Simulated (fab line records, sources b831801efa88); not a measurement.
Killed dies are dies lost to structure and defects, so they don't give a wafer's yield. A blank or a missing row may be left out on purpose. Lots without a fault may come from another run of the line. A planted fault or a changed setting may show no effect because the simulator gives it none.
A struck lot beside a sound one | flow sfq_line | 14 steps out of a route of 325
Sound: wafers L623.1, L623.3, L623.5. Struck: wafers L628.1, L628.2, L628.5. The cause comes at the end.
At each step with rows: each side's tool, then ch and its chambers, then its first start. Under that, the readings that differ: sound wafers | struck wafers | difference of the means | sigmas: that difference in standard deviations of wafers without a fault.
alike: readings whose means differ by less than 2 such deviations, and words and numbers that are the same on both sides. not compared: withheld readings, readings that some wafer has no value for, bounds like >300 that may hide the same value, and numbers for which the record gives no deviation and whose values overlap.
The two part at a step that has a row with sigmas, a row that says differs or no value, or rows on one side only. Numbers that don't overlap but have no deviation are shown without sigmas and don't part them. A reading that every wafer of one side lacks parts them only if that side has two wafers or more.

first, 6 steps without rows for these wafers: SFQ_TRILAYER_M5_LITHO_COAT_128 (resist thk 62 nm); SFQ_TRILAYER_M5_LITHO_COAT_123 (resist thk 600 nm); SFQ_TRILAYER_M5_LITHO_SOFTBAKE_127; SFQ_TRILAYER_M5_LITHO_EXPOSE_124 (exposes mask M5, target cd 700 nm); SFQ_TRILAYER_M5_LITHO_PEB_126 (peb time 60 s); SFQ_TRILAYER_M5_LITHO_DEVELOP_125 (time 60 s).
SFQ_M5_OVL_MEAS_932:
  sound on overlay-01, day 60 22:28; struck on overlay-01, day 61 17:55
  alike: M5_OVL
SFQ_TRILAYER_M5_BARC_OPEN_METAL_ETCH_161: etches BARC in O2, target depth 125 nm, time 41.7 s.
  sound on rie_metal-02 ch 0,1, day 60 22:31; struck on rie_metal-02 ch 0,1, day 61 17:58
  reading                      | sound          | struck         | difference | sigmas
  he_backside_leak_sccm (sccm) | 5.63 3.55 3.38 | 3.32 3.25 3.34 | -0.88      | -3
  alike: drypump_motor_current_A, oes_product_au
  not compared: rf_hours_counter_h
SFQ_TRILAYER_M5_ETCH_METAL_ETCH_126: etches Nb in Cl2/BCl3, stops on SiO2, time 203.2 s, target depth 265 nm.
  sound on rie_metal-02 ch 0,1, day 60 22:34; struck on rie_metal-02 ch 0,1, day 61 18:01
  alike: drypump_motor_current_A, he_backside_leak_sccm, oes_product_au
  not compared: rf_hours_counter_h
SFQ_TRILAYER_M5_STRIP_STRIP_127: strips in O2.
  sound on rie_metal-02 ch 0,1, day 60 22:46; struck on rie_metal-02 ch 0,1, day 61 18:13
  reading                      | sound       | struck      | difference | sigmas
  he_backside_leak_sccm (sccm) | 3.7 3.5 3.4 | 3.3 3.5 6.5 | +0.9       | +3
  alike: drypump_motor_current_A, oes_product_au, platen_temp_c
  not compared: rf_hours_counter_h
then, 1 step without rows for these wafers: SFQ_TRILAYER_M5_STRIP_SOLV_CLEAN_128 (cleans in NMP, time 600 s).
SFQ_TRILAYER_A5B_DEP_PECVD_129: deposits SiO2 from SiH4/N2O, time 133.33 s, target thk 600 nm.
  sound on pecvd-03 ch 1,2, day 60 23:32; struck on pecvd-04 ch 0,2, day 61 18:59
  alike: heater_power_outer_w, heater_power_w, throttle_valve_pct
SFQ_TRILAYER_A5B_CMP_CMP_130: polishes, stops on Nb, target thk 340.7 nm.
  sound on cmp-01 ch 1,2, day 60 23:38; struck on cmp-01 ch 1,3, day 61 19:35
  reading          | sound             | struck            | difference | sigmas
  platen_rpm (rpm) | 59.97 59.91 59.95 | 54.01 54.02 54.03 | -5.92      | -99 or more
  alike: motor_current_A
SFQ_TRILAYER_A5B_METRO_MEASURE_131:
  sound on film_metro-02, day 61 02:38; struck on film_metro-03, day 61 22:05
  alike: thk_nm

WHERE THEY PART
First at SFQ_TRILAYER_M5_BARC_OPEN_METAL_ETCH_161; last, within this record, at SFQ_TRILAYER_A5B_CMP_CMP_130. Later steps at which nothing parts them and some readings are alike: SFQ_TRILAYER_A5B_METRO_MEASURE_131.

WHY: what the simulator had put in
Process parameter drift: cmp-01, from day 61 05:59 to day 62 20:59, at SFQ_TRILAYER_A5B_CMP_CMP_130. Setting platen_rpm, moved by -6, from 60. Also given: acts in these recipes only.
